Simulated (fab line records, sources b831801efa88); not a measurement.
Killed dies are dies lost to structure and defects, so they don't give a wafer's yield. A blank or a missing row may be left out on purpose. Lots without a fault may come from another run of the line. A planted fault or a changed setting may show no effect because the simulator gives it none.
Chamber matching | flow gf180mcu | GF_MIM_CVD_05 on pecvd-04: 3 sister chambers
The step deposits Si3N4, target thk 42 nm, time 29.086 s. 6 wafers are shown with their chamber, then 9 later ones without.

WAFERS WITH THEIR CHAMBER
wafer  | chamber | heater_power_w (W)
L081.6 | 2       | 779
L083.2 | 2       | 841
L084.4 | 0       | 740
L085.3 | 1       | 652
L085.5 | 1       | 668
L085.6 | 0       | 734

WAFERS WITHOUT THEIR CHAMBER
wafer  | heater_power_w (W)
L092.1 | 666
L092.2 | 617
L092.5 | 849
L095.1 | 585
L095.3 | 733
L095.6 | 591
L096.3 | 810
L096.4 | 796
L096.5 | 727

WHICH CHAMBER EACH WENT THROUGH
wafer  | from the rows above     | in truth
L092.1 | 1                       | 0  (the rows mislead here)
L092.2 | 1                       | 1
L092.5 | 2                       | 2
L095.1 | 1                       | 1
L095.3 | 0                       | 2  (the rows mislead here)
L095.6 | 1                       | 1
L096.3 | 2                       | 2
L096.4 | can't be placed: 2 or 0 | 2
L096.5 | 0                       | 0
Placed correctly: 6 of 9. Can't be placed from these rows: 1 (the true chamber is among the candidates in 1). Placed wrongly: 2.
How it was worked out, from the rows above alone: a wafer's distance from a chamber is the root of the sum, over the readings, of the square of ((its reading less the chamber's mean) divided by the reading's scatter). The wafer belongs to the nearest chamber; if the next one is less than 2 further off, it can't be placed. A chamber's mean is the mean of its shown wafers. The scatter: the root of (the sum of the squares of (reading less its chamber's mean) over the shown wafers, divided by (wafers less chambers)).
